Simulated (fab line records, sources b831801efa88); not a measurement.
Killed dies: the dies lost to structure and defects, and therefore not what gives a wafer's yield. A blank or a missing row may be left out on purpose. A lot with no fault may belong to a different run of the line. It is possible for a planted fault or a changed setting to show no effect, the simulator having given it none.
fab line records	flow sky130
[record] lots = 24	wafers = 72	last-day = 50
route steps=708 shown LI_CONTACT@365 LOCAL_INTERCONNECT@400 VIA2@523 METAL3@565
lots untouched by any fault: they come from a run of this same line in which no faults occurred
start-h: hours from the record's first day to the start of the lot's first wafer shown	wait-h: hours since the lot's step before	" identical to the entry in the row above	L1.1+2: a row that stands for several wafers	- no value present, or no start provided	* or withheld: withheld	< > ~ a bound
route shown NAME@n: a module of which the file shows steps, and the number in the route of the first	usual: mean/standard deviation of fault-free wafers	same: alike in all rows	chamber/n: place in a boat	sites: readings site by site	_std_site: the values' standard deviation	_edge_site: mean of outer sites minus mean of inner sites	radius-mm: how far each site lies from the wafer's centre	mask NAME#n: copy n	behind: tool/chamber where the wafer was last shaped	hold: why the lot went on hold/how many hours it stayed there/how the hold came to an end	device: transistor that didn't switch, given as n, p or np	end of line: tests run on the same wafers once the route is complete	a step without rows: its recipe alone	killed: the dies lost at the first sort to structure and to defects; this is not the yield of the wafer	map: the dies of a wafer, with x for killed, . for not killed, _ for no die there
set.NAME: the run value of the setting; set.NAME@STEP: its run value at that earlier step	model.NAME: the simulator's own value behind a step, which no gauge read
a sample of lots followed through the steps of the route, with each step as a table and each wafer as a row
services: the hour from which a tool's chamber was out of use, counted from the record's first day as start-h (under 0 if before that day), plus the number of hours and why
[[steps]]
[step SKY_LI_CONTACT_BOW_MEAS_03]
[recipe] mode = bow
[usual] LI_CONTACT_BOW = 56/6.9
lot.wafer	tool	chamber	start-h	wait-h	LI_CONTACT_BOW[um]
L074.2	film-metro-03	-	645.51	0.1	59
L074.3	"	-	"	"	54
L074.6	"	-	"	"	69
L075.1	film-metro-04	-	648.15	0.2	61
L075.3	"	-	"	"	48
L075.4	"	-	"	"	62
L076.1	film-metro-01	-	650.93	0.1	51
L076.2	"	-	"	"	57
L076.5	"	-	"	"	52
L077.3	film-metro-04	-	674.33	0.2	59
L077.4	"	-	"	"	44
L077.5	"	-	"	"	47
L079.1	film-metro-03	-	689.19	0.1	55
L079.2	"	-	"	"	55
L079.5	"	-	"	"	43
L078.1	film-metro-03	-	691.59	0.2	60
L078.2	"	-	"	"	62
L078.5	"	-	"	"	57
L084.3	film-metro-03	-	754.18	0.2	53
L084.4	"	-	"	"	61
L084.6	"	-	"	"	59
L082.1	film-metro-04	-	754.19	0.1	52
L082.2	"	-	"	"	57
L082.5	"	-	"	"	50
L080.1	film-metro-03	-	756.17	0.2	58
L080.4	"	-	"	"	59
L080.6	"	-	"	"	61
L081.1	film-metro-01	-	757.39	0.1	58
L081.2	"	-	"	"	44
L081.4	"	-	"	"	42
L085.3	film-metro-03	-	757.84	0.3	55
L085.5	"	-	"	"	37
L085.6	"	-	"	"	63
L087.2	film-metro-01	-	758.77	0.2	60
L087.5	"	-	"	"	48
L087.6	"	-	"	"	48
L086.1	film-metro-03	-	759.03	0.2	51
L086.2	"	-	"	"	41
L086.3	"	-	"	"	46
L088.1	film-metro-01	-	759.22	0.1	53
L088.2	"	-	"	"	52
L088.4	"	-	"	"	55
L083.1	film-metro-04	-	761.44	0.2	62
L083.3	"	-	"	"	52
L083.5	"	-	"	"	51
L089.1	film-metro-04	-	762.28	0.2	50
L089.2	"	-	"	"	66
L089.4	"	-	"	"	53
L090.2	film-metro-04	-	775.57	0.2	59
L090.4	"	-	"	"	52
L090.6	"	-	"	"	60
L091.1	film-metro-04	-	776.44	0.2	55
L091.3	"	-	"	"	54
L091.5	"	-	"	"	64
L092.2	film-metro-03	-	780.65	0.3	59
L092.4	"	-	"	"	65
L092.5	"	-	"	"	55
L093.1	film-metro-01	-	795.29	0.1	53
L093.2	"	-	"	"	58
L093.3	"	-	"	"	50
L094.2	film-metro-03	-	796.51	0.2	55
L094.4	"	-	"	"	50
L094.5	"	-	"	"	65
L095.1	film-metro-03	-	803.04	0.2	58
L095.3	"	-	"	"	58
L095.5	"	-	"	"	61
L096.1	film-metro-01	-	840.20	0.1	63
L096.3	"	-	"	"	59
L096.5	"	-	"	"	60
L097.1	film-metro-03	-	841.10	0.1	61
L097.3	"	-	"	"	59
L097.4	"	-	"	"	49
[step SKY_LI_CONTACT_OVL_MEAS_13]
[usual] LI_CONTACT_OVL = -3/5.2
lot.wafer	tool	chamber	start-h	wait-h	LI_CONTACT_OVL[nm]
L074.2	overlay-02	-	674.70	0.1	1
L074.3	"	-	"	"	7
L074.6	"	-	"	"	1
L075.1	overlay-02	-	676.26	0.1	-7
L075.3	"	-	"	"	-8
L075.4	"	-	"	"	-1
L076.1	overlay-02	-	679.62	0.1	-6
L076.2	"	-	"	"	1
L076.5	"	-	"	"	-5
L077.3	overlay-02	-	702.55	0.1	-7
L077.4	"	-	"	"	-6
L077.5	"	-	"	"	-2
L079.1	overlay-02	-	717.44	0.1	-8
L079.2	"	-	"	"	-4
L079.5	"	-	"	"	-5
L078.1	overlay-02	-	718.99	0.1	0
L078.2	"	-	"	"	3
L078.5	"	-	"	"	-4
L084.3	overlay-01	-	781.20	0.1	-4
L084.4	"	-	"	"	-3
L084.6	"	-	"	"	0
L082.1	overlay-02	-	781.21	0.1	-10
L082.2	"	-	"	"	-8
L082.5	"	-	"	"	-5
L080.1	overlay-01	-	782.14	0.1	6
L080.4	"	-	"	"	8
L080.6	"	-	"	"	1
L081.1	overlay-01	-	783.87	0.1	-4
L081.2	"	-	"	"	-4
L081.4	"	-	"	"	-5
L085.3	overlay-02	-	784.59	0.1	0
L085.5	"	-	"	"	-6
L085.6	"	-	"	"	-2
L087.2	overlay-02	-	785.23	0.1	-1
L087.5	"	-	"	"	-5
L087.6	"	-	"	"	-2
L086.1	overlay-02	-	786.17	0.1	1
L086.2	"	-	"	"	-10
L086.3	"	-	"	"	-6
L088.1	overlay-02	-	787.12	0.1	5
L088.2	"	-	"	"	0
L088.4	"	-	"	"	-2
L083.1	overlay-02	-	787.47	0.1	-16
L083.3	"	-	"	"	-7
L083.5	"	-	"	"	-15
L089.1	overlay-02	-	788.46	0.1	2
L089.2	"	-	"	"	-1
L089.4	"	-	"	"	-8
L090.2	overlay-01	-	802.01	0.1	-7
L090.4	"	-	"	"	-6
L090.6	"	-	"	"	-12
L091.1	overlay-02	-	803.06	0.1	4
L091.3	"	-	"	"	-2
L091.5	"	-	"	"	0
L092.2	overlay-01	-	807.28	0.1	-12
L092.4	"	-	"	"	-5
L092.5	"	-	"	"	1
L093.1	overlay-02	-	822.16	0.1	-3
L093.2	"	-	"	"	-1
L093.3	"	-	"	"	-4
L094.2	overlay-02	-	822.81	0.1	-1
L094.4	"	-	"	"	-6
L094.5	"	-	"	"	-5
L095.1	overlay-02	-	829.46	0.1	-2
L095.3	"	-	"	"	6
L095.5	"	-	"	"	1
L096.1	overlay-02	-	866.46	0.1	-5
L096.3	"	-	"	"	-7
L096.5	"	-	"	"	-4
L097.1	overlay-02	-	866.79	0.1	-3
L097.3	"	-	"	"	-8
L097.4	"	-	"	"	-3
[step SKY_LOCAL_INTERCONNECT_ETCH_13]
[recipe] chemistry = N2/H2	target = BARC	ion-energy-ev = 200	bias-w = 100	pressure-mtorr = 30	n2-flow-sccm = 100	h2-flow-sccm = 200	icp-w = 500	stop-on = SiO2	time-s = 45.9	target-depth-a = 600
[usual] drypump-motor-current-A = 5.7/0.56	oes-product-au = 0.855/0.0045	throttle-valve-pct = 13.225/0.0093
[same] time-s = 45.9
lot.wafer	tool	chamber	start-h	wait-h	drypump-motor-current-A	oes-product-au	rf-hours-counter-h	throttle-valve-pct
L074.2	rie-metal-04	1	704.81	0.0	4.8	0.860	9	13.216
L074.3	"	1	"	"	4.8	0.857	-	13.231
L074.6	"	1	"	"	4.8	0.860	-	13.207
L075.1	rie-metal-04	1	706.26	0.0	4.8	0.858	9	13.228
L075.3	"	1	"	"	4.8	0.846	-	13.223
L075.4	"	0	"	"	6.0	0.861	-	13.241
L076.1	rie-metal-03	0	708.91	0.0	6.0	0.853	7	13.226
L076.2	"	1	"	"	6.0	0.856	12	13.224
L076.5	"	0	"	"	6.0	0.858	-	13.227
L077.3	rie-metal-02	1	731.08	0.0	6.5	0.856	-	13.221
L077.4	"	0	"	"	5.5	0.858	-	13.244
L077.5	"	1	"	"	6.5	0.858	-	13.228
L079.1	rie-metal-02	1	746.14	0.0	6.5	0.856	10	13.212
L079.2	"	0	"	"	5.5	0.858	9	13.215
L079.5	"	1	"	"	6.5	0.849	-	13.224
L078.1	rie-metal-03	1	747.64	0.0	6.1	0.860	13	13.225
L078.2	"	0	"	"	6.0	0.858	8	13.220
L078.5	"	1	"	"	6.0	0.856	-	13.233
L082.1	rie-metal-04	0	809.04	0.0	6.0	0.853	3	13.228
L082.2	"	1	"	"	4.8	0.860	13	13.237
L082.5	"	1	"	"	4.8	0.851	-	13.209
L084.3	rie-metal-03	1	809.53	0.0	6.0	0.857	-	13.229
L084.4	"	0	"	"	6.0	0.852	-	13.243
L084.6	"	1	"	"	6.1	0.861	-	13.221
L080.1	rie-metal-02	0	809.99	0.0	5.5	0.848	11	13.213
L080.4	"	0	"	"	5.5	0.853	-	13.223
L080.6	"	1	"	"	6.5	0.847	-	13.223
L081.1	rie-metal-03	1	812.21	0.0	6.0	0.858	0	13.229
L081.2	"	0	"	"	6.0	0.857	12	13.220
L081.4	"	0	"	"	6.0	0.854	-	13.221
L085.3	rie-metal-04	1	812.90	0.1	4.8	0.858	-	13.232
L085.5	"	1	"	"	4.8	0.846	-	13.221
L085.6	"	1	"	"	4.8	0.848	-	13.218
L087.2	rie-metal-02	0	813.47	0.0	5.5	0.852	11	13.212
L087.5	"	0	"	"	5.5	0.850	-	13.234
L087.6	"	1	"	"	6.5	0.853	-	13.221
L086.1	rie-metal-03	0	814.52	0.0	6.0	0.855	12	13.221
L086.2	"	1	"	"	6.0	0.855	0	13.212
L086.3	"	1	"	"	6.0	0.855	-	13.222
L088.1	rie-metal-04	1	814.76	0.0	4.8	0.850	13	13.225
L088.2	"	1	"	"	4.8	0.854	-	13.224
L088.4	"	1	"	"	4.8	0.851	-	13.217
L083.1	rie-metal-02	1	814.77	0.0	6.5	0.852	12	13.233
L083.3	"	1	"	"	6.5	0.860	-	13.217
L083.5	"	1	"	"	6.5	0.852	-	13.219
L089.1	rie-metal-03	1	816.06	0.0	6.0	0.852	0	13.227
L089.2	"	0	"	"	6.0	0.853	12	13.205
L089.4	"	0	"	"	6.0	0.864	-	13.225
L090.2	rie-metal-03	1	830.11	0.0	6.0	0.853	1	13.227
L090.4	"	0	"	"	6.0	0.848	-	13.232
L090.6	"	1	"	"	6.0	0.859	-	13.212
L091.1	rie-metal-04	1	831.24	0.0	4.8	0.860	14	13.222
L091.3	"	1	"	"	4.8	0.855	-	13.210
L091.5	"	1	"	"	4.8	0.845	-	13.227
L092.2	rie-metal-03	1	835.14	0.0	6.0	0.851	1	13.217
L092.4	"	1	"	"	6.1	0.855	-	13.218
L092.5	"	0	"	"	6.0	0.850	-	13.238
L093.1	rie-metal-04	1	849.01	0.0	4.8	0.860	15	13.212
L093.2	"	0	"	"	6.0	0.852	4	13.216
L093.3	"	0	"	"	5.9	0.862	-	13.234
L094.2	rie-metal-04	1	849.69	0.0	4.8	0.863	15	13.215
L094.4	"	0	"	"	6.0	0.856	-	13.209
L094.5	"	0	"	"	6.0	0.855	-	13.218
L095.1	rie-metal-04	0	856.11	0.0	6.0	0.862	4	13.228
L095.3	"	0	"	"	5.9	0.865	-	13.222
L095.5	"	0	"	"	5.9	0.854	-	13.240
L096.1	rie-metal-03	0	894.06	0.0	6.0	0.858	15	13.228
L096.3	"	0	"	"	6.0	0.854	-	13.228
L096.5	"	1	"	"	6.1	0.853	-	13.224
L097.1	rie-metal-02	0	895.01	0.0	5.5	0.849	15	13.221
L097.3	"	0	"	"	5.5	0.857	-	13.206
L097.4	"	1	"	"	6.5	0.852	-	13.250
[step SKY_VIA2_STRIP_16]
[recipe] chemistry = O2/N2	power-w = 1400	pressure-mtorr = 1500	platen-temp-c = withheld	o2-flow-sccm = 3000	n2-flow-sccm = 300	overash-fraction = 0.5
[usual] drypump-motor-current-A = 5.5/0.39	oes-product-au = 0.399/0.0049	strip-time-to-endpoint-s = 4.06/0.042
lot.wafer	tool	chamber	start-h	wait-h	drypump-motor-current-A	oes-product-au	rf-hours-counter-h	strip-time-to-endpoint-s
L074.2	plasma-asher-02	1	844.27	0.0	4.9	0.394	44	4.02
L074.3	"	0	"	"	5.5	0.401	-	4.04
L074.6	"	1	"	"	4.9	0.401	-	4.04
L075.1	plasma-asher-03	0	846.48	0.0	5.5	0.396	9	4.09
L075.3	"	1	"	"	5.3	0.392	-	4.05
L075.4	"	0	"	"	5.6	0.402	-	4.05
L076.1	plasma-asher-03	0	848.76	0.0	5.5	0.402	10	3.99
L076.2	"	1	"	"	5.3	0.401	10	4.02
L076.5	"	0	"	"	5.5	0.398	-	3.97
L077.3	plasma-asher-04	0	870.58	0.1	5.9	0.393	-	4.04
L077.4	"	1	"	"	6.2	0.393	-	4.08
L077.5	"	1	"	"	6.2	0.399	-	4.08
L079.1	plasma-asher-03	0	885.87	0.0	5.5	0.406	14	4.11
L079.2	"	1	"	"	5.3	0.404	14	4.11
L079.5	"	0	"	"	5.5	0.389	-	4.00
L078.1	plasma-asher-03	1	888.07	0.0	5.3	0.402	14	4.08
L078.2	"	0	"	"	5.5	0.405	14	4.01
L078.5	"	1	"	"	5.3	0.404	-	4.01
L082.1	plasma-asher-04	1	946.02	0.0	6.2	0.396	116	4.01
L082.2	"	0	"	"	5.9	0.399	116	4.05
L082.5	"	0	"	"	5.9	0.403	-	4.07
L080.1	plasma-asher-03	1	946.53	0.0	5.3	0.404	20	4.13
L080.4	"	0	"	"	5.5	0.404	-	4.10
L080.6	"	0	"	"	5.5	0.399	-	4.12
L084.3	plasma-asher-02	0	947.60	0.1	5.5	0.397	-	3.99
L084.4	"	1	"	"	4.9	0.392	-	4.06
L084.6	"	0	"	"	5.5	0.393	-	3.98
L081.1	plasma-asher-03	1	949.07	0.0	5.3	0.392	20	4.09
L081.2	"	0	"	"	5.5	0.398	20	4.08
L081.4	"	0	"	"	5.6	0.397	-	4.11
L085.3	plasma-asher-03	1	949.96	0.1	5.3	0.402	-	4.05
L085.5	"	0	"	"	5.6	0.399	-	4.08
L085.6	"	1	"	"	5.3	0.398	-	4.04
L087.2	plasma-asher-04	1	950.27	0.0	6.2	0.400	117	4.11
L087.5	"	1	"	"	6.2	0.402	-	4.08
L087.6	"	0	"	"	5.9	0.403	-	4.14
L083.1	plasma-asher-04	0	950.58	0.0	5.9	0.412	117	4.10
L083.3	"	0	"	"	5.8	0.392	-	4.05
L083.5	"	1	"	"	6.2	0.393	-	4.04
L086.1	plasma-asher-02	1	950.93	0.0	4.9	0.398	55	4.04
L086.2	"	0	"	"	5.5	0.409	55	4.07
L086.3	"	1	"	"	4.9	0.398	-	3.99
L088.1	plasma-asher-03	1	951.72	0.0	5.3	0.395	21	4.08
L088.2	"	0	"	"	5.5	0.391	21	4.05
L088.4	"	0	"	"	5.5	0.406	-	4.00
L089.1	plasma-asher-02	0	951.88	0.0	5.5	0.404	56	4.11
L089.2	"	1	"	"	4.9	0.390	56	3.98
L089.4	"	0	"	"	5.5	0.402	-	4.06
L090.2	plasma-asher-03	1	964.77	0.0	5.2	0.401	22	4.10
L090.4	"	1	"	"	5.2	0.394	-	4.07
L090.6	"	0	"	"	5.6	0.400	-	4.10
L091.1	plasma-asher-02	1	965.88	0.0	4.9	0.397	57	4.05
L091.3	"	1	"	"	4.9	0.401	-	4.00
L091.5	"	0	"	"	5.5	0.390	-	4.02
L092.2	plasma-asher-02	1	969.77	0.0	4.9	0.400	57	4.04
L092.4	"	1	"	"	4.9	0.402	-	4.11
L092.5	"	1	"	"	4.9	0.399	-	4.10
L093.1	plasma-asher-04	0	980.82	0.0	5.9	0.400	120	4.11
L093.2	"	1	"	"	6.2	0.405	120	4.13
L093.3	"	1	"	"	6.2	0.399	-	4.08
L094.2	plasma-asher-04	1	982.83	0.0	6.2	0.403	120	4.11
L094.4	"	0	"	"	5.8	0.405	-	4.06
L094.5	"	1	"	"	6.2	0.401	-	4.11
L095.1	plasma-asher-03	1	987.28	0.0	5.2	0.396	24	4.12
L095.3	"	0	"	"	5.5	0.398	-	4.07
L095.5	"	0	"	"	5.5	0.404	-	4.11
L096.1	plasma-asher-02	1	1023.02	0.0	4.9	0.401	62	4.08
L096.3	"	0	"	"	5.5	0.394	-	4.01
L096.5	"	0	"	"	5.5	0.402	-	4.08
L097.1	plasma-asher-04	1	1023.03	0.0	6.2	0.392	124	4.05
L097.3	"	0	"	"	5.9	0.395	-	4.10
L097.4	"	1	"	"	6.2	0.405	-	4.10
[step SKY_METAL3_DESCUM_15]
[recipe] chemistry = O2	source-power-w = 150	bias-power-w = 0	pressure-mtorr = 10	temp-c = 40	time-s = 8
[usual] drypump-motor-current-A = 5.9/0.48	oes-product-au = 1.003/0.016
[same] time-s = 8
lot.wafer	tool	chamber	start-h	wait-h	drypump-motor-current-A	oes-product-au	rf-hours-counter-h
L074.2	rie-metal-03	0	898.42	0.0	6.0	1.021	15
L074.3	"	0	"	"	6.0	1.035	-
L074.6	"	1	"	"	6.0	1.026	-
L075.1	rie-metal-03	1	900.83	0.0	6.0	1.017	4
L075.3	"	0	"	"	6.0	1.023	-
L075.4	"	1	"	"	6.0	1.010	-
L076.1	rie-metal-03	0	902.12	0.0	6.0	1.015	16
L076.2	"	1	"	"	6.0	1.023	5
L076.5	"	1	"	"	6.0	1.018	-
L077.3	rie-metal-03	0	924.43	0.0	6.0	1.029	-
L077.4	"	1	"	"	6.0	1.017	-
L077.5	"	0	"	"	6.0	1.022	-
L079.1	rie-metal-03	0	938.62	0.0	6.0	1.026	18
L079.2	"	1	"	"	6.0	1.020	7
L079.5	"	1	"	"	6.0	1.022	-
L078.1	rie-metal-04	1	941.34	0.0	4.8	0.986	17
L078.2	"	0	"	"	5.9	0.972	6
L078.5	"	1	"	"	4.8	0.999	-
L082.1	rie-metal-02	1	993.91	0.0	6.5	0.998	19
L082.2	"	0	"	"	5.5	0.984	19
L082.5	"	1	"	"	6.5	1.003	-
L080.1	rie-metal-02	0	995.06	0.0	5.5	0.992	19
L080.4	"	1	"	"	6.5	0.992	-
L080.6	"	1	"	"	6.5	0.997	-
L084.3	rie-metal-02	1	996.55	0.0	6.5	0.984	-
L084.4	"	0	"	"	5.5	0.979	-
L084.6	"	0	"	"	5.5	0.985	-
L081.1	rie-metal-02	1	998.09	0.0	6.5	0.985	19
L081.2	"	0	"	"	5.5	0.975	19
L081.4	"	0	"	"	5.5	0.981	-
L085.3	rie-metal-02	0	999.17	0.0	5.5	0.977	-
L085.5	"	0	"	"	5.5	0.988	-
L085.6	"	1	"	"	6.5	0.994	-
L083.1	rie-metal-02	0	999.81	0.0	5.5	0.979	19
L083.3	"	1	"	"	6.5	0.992	-
L083.5	"	0	"	"	5.5	0.999	-
L087.2	rie-metal-04	1	1000.51	0.0	4.8	1.009	2
L087.5	"	1	"	"	4.8	1.009	-
L087.6	"	0	"	"	6.0	0.985	-
L086.1	rie-metal-04	1	1000.84	0.0	4.8	1.009	2
L086.2	"	0	"	"	5.9	0.989	11
L086.3	"	0	"	"	5.9	0.992	-
L088.1	rie-metal-03	0	1000.86	0.0	6.0	1.015	1
L088.2	"	1	"	"	6.0	1.026	11
L088.4	"	1	"	"	6.0	1.026	-
L089.1	rie-metal-03	1	1001.79	0.0	6.0	1.017	12
L089.2	"	0	"	"	6.0	1.014	2
L089.4	"	0	"	"	6.0	1.021	-
L090.2	rie-metal-03	0	1014.86	0.0	6.0	0.993	2
L090.4	"	1	"	"	6.1	1.013	-
L090.6	"	0	"	"	6.0	0.993	-
L091.1	rie-metal-04	1	1015.52	0.0	4.8	1.008	3
L091.3	"	0	"	"	5.9	0.984	-
L091.5	"	0	"	"	6.0	0.991	-
L092.2	rie-metal-04	1	1018.04	0.0	4.8	1.002	3
L092.4	"	1	"	"	4.8	1.001	-
L092.5	"	0	"	"	5.9	0.982	-
L093.1	rie-metal-03	0	1029.84	0.0	6.0	1.013	3
L093.2	"	1	"	"	6.0	1.028	13
L093.3	"	1	"	"	6.0	1.026	-
L094.2	rie-metal-03	1	1031.06	0.0	6.0	1.016	13
L094.4	"	1	"	"	6.0	1.025	-
L094.5	"	0	"	"	6.0	1.007	-
L095.1	rie-metal-03	0	1035.87	0.0	6.0	1.008	3
L095.3	"	1	"	"	6.1	1.012	-
L095.5	"	0	"	"	6.0	1.003	-
L096.1	rie-metal-02	1	1068.76	0.0	6.5	0.994	2
L096.3	"	1	"	"	6.5	0.999	-
L096.5	"	1	"	"	6.5	0.997	-
L097.1	rie-metal-04	0	1069.11	0.0	6.0	0.977	14
L097.3	"	1	"	"	4.8	1.003	-
L097.4	"	0	"	"	6.0	0.980	-
[step SKY_METAL3_ETCH_16]
[recipe] chemistry = N2/H2	target = BARC	ion-energy-ev = 200	bias-w = 100	pressure-mtorr = 30	n2-flow-sccm = 100	h2-flow-sccm = 200	icp-w = 500	stop-on = SiO2	time-s = 88.2	target-depth-a = 600
[usual] drypump-motor-current-A = 5.9/0.48	oes-product-au = 0.625/0.005	throttle-valve-pct = 13.205/0.009
[same] time-s = 88.2
lot.wafer	tool	chamber	start-h	wait-h	drypump-motor-current-A	oes-product-au	rf-hours-counter-h	throttle-valve-pct
L074.2	rie-metal-03	0	898.45	0.0	6.0	0.623	15	13.204
L074.3	"	0	"	"	6.0	0.633	-	13.212
L074.6	"	1	"	"	6.0	0.628	-	13.218
L075.1	rie-metal-03	1	900.86	0.0	6.0	0.617	4	13.207
L075.3	"	0	"	"	6.0	0.626	-	13.210
L075.4	"	1	"	"	6.0	0.625	-	13.196
L076.1	rie-metal-03	0	902.15	0.0	6.0	0.617	16	13.194
L076.2	"	1	"	"	6.1	0.622	5	13.211
L076.5	"	1	"	"	6.0	0.621	-	13.179
L077.3	rie-metal-03	0	924.49	0.0	6.0	0.638	-	13.195
L077.4	"	1	"	"	6.0	0.630	-	13.202
L077.5	"	0	"	"	6.0	0.624	-	13.204
L079.1	rie-metal-03	0	938.65	0.0	6.0	0.618	18	13.210
L079.2	"	1	"	"	6.1	0.622	7	13.220
L079.5	"	1	"	"	6.1	0.632	-	13.198
L078.1	rie-metal-04	1	941.38	0.0	4.8	0.616	17	13.202
L078.2	"	0	"	"	6.0	0.632	6	13.204
L078.5	"	1	"	"	4.8	0.615	-	13.203
L082.1	rie-metal-02	1	993.94	0.0	6.5	0.624	19	13.209
L082.2	"	0	"	"	5.5	0.626	19	13.209
L082.5	"	1	"	"	6.5	0.617	-	13.217
L080.1	rie-metal-02	0	995.09	0.0	5.5	0.626	19	13.203
L080.4	"	1	"	"	6.5	0.624	-	13.188
L080.6	"	1	"	"	6.5	0.620	-	13.202
L084.3	rie-metal-02	1	996.61	0.0	6.5	0.634	-	13.203
L084.4	"	0	"	"	5.5	0.630	-	13.196
L084.6	"	0	"	"	5.5	0.625	-	13.202
L081.1	rie-metal-02	1	998.13	0.0	6.5	0.620	19	13.213
L081.2	"	0	"	"	5.5	0.628	19	13.211
L081.4	"	0	"	"	5.5	0.632	-	13.201
L085.3	rie-metal-02	0	999.23	0.0	5.5	0.623	-	13.204
L085.5	"	0	"	"	5.5	0.620	-	13.209
L085.6	"	1	"	"	6.5	0.627	-	13.189
L083.1	rie-metal-02	0	999.84	0.0	5.5	0.625	19	13.200
L083.3	"	1	"	"	6.5	0.637	-	13.211
L083.5	"	0	"	"	5.5	0.617	-	13.216
L087.2	rie-metal-04	1	1000.54	0.0	4.8	0.628	2	13.208
L087.5	"	1	"	"	4.8	0.618	-	13.204
L087.6	"	0	"	"	5.9	0.626	-	13.207
L086.1	rie-metal-04	1	1000.88	0.0	4.8	0.633	2	13.198
L086.2	"	0	"	"	6.0	0.627	11	13.208
L086.3	"	0	"	"	6.0	0.630	-	13.203
L088.1	rie-metal-03	0	1000.89	0.0	6.0	0.624	1	13.226
L088.2	"	1	"	"	6.0	0.625	11	13.209
L088.4	"	1	"	"	6.0	0.619	-	13.203
L089.1	rie-metal-03	1	1001.83	0.0	6.1	0.623	12	13.206
L089.2	"	0	"	"	6.0	0.623	2	13.210
L089.4	"	0	"	"	6.0	0.624	-	13.211
L090.2	rie-metal-03	0	1014.89	0.0	6.0	0.628	2	13.196
L090.4	"	1	"	"	6.0	0.620	-	13.197
L090.6	"	0	"	"	6.0	0.624	-	13.204
L091.1	rie-metal-04	1	1015.56	0.0	4.8	0.619	3	13.228
L091.3	"	0	"	"	6.0	0.625	-	13.210
L091.5	"	0	"	"	6.0	0.630	-	13.205
L092.2	rie-metal-04	1	1018.08	0.0	4.8	0.639	3	13.212
L092.4	"	1	"	"	4.8	0.631	-	13.176
L092.5	"	0	"	"	6.0	0.631	-	13.219
L093.1	rie-metal-03	0	1029.88	0.0	6.0	0.612	3	13.195
L093.2	"	1	"	"	6.0	0.625	13	13.206
L093.3	"	1	"	"	6.0	0.621	-	13.207
L094.2	rie-metal-03	1	1031.09	0.0	6.0	0.627	13	13.190
L094.4	"	1	"	"	6.0	0.618	-	13.199
L094.5	"	0	"	"	6.0	0.622	-	13.203
L095.1	rie-metal-03	0	1035.91	0.0	6.0	0.626	3	13.207
L095.3	"	1	"	"	6.0	0.622	-	13.210
L095.5	"	0	"	"	6.0	0.620	-	13.206
L096.1	rie-metal-02	1	1068.83	0.1	6.5	0.629	2	13.205
L096.3	"	1	"	"	6.5	0.626	-	13.215
L096.5	"	1	"	"	6.5	0.627	-	13.214
L097.1	rie-metal-04	0	1069.14	0.0	6.0	0.630	14	13.212
L097.3	"	1	"	"	4.8	0.629	-	13.202
L097.4	"	0	"	"	6.0	0.617	-	13.198
[[services]]
tool	chamber	start-h	hours	kind
plasma-asher-04	-	686.57	4.2	repair
rie-metal-04	1	699.23	4.0	repair
rie-metal-03	-	701.40	2.3	repair
plasma-asher-03	-	733.80	9.0	pm
rie-metal-04	-	761.78	0.5	repair
rie-metal-04	-	771.78	0.2	repair
rie-metal-03	1	785.64	-	clean
rie-metal-03	1	785.64	21.1	scheduled-down
rie-metal-03	1	785.64	21.1	vent-cycle
rie-metal-04	0	810.19	7.5	repair
plasma-asher-03	-	833.43	8.4	repair
plasma-asher-04	-	847.56	7.3	repair
rie-metal-03	-	850.76	2.8	pm
rie-metal-04	-	880.29	0.5	repair
rie-metal-04	-	881.72	28.1	pm
rie-metal-02	-	895.75	28.1	pm
plasma-asher-04	-	899.29	0.5	repair
rie-metal-03	0	909.41	6.1	repair
rie-metal-02	1	933.43	8.3	repair
rie-metal-03	0	972.47	-	clean
rie-metal-03	0	972.47	17.3	scheduled-down
rie-metal-03	0	972.47	17.3	vent-cycle
plasma-asher-03	-	973.42	1.0	repair
plasma-asher-04	-	1055.25	9.0	pm
[[key]]
fault none
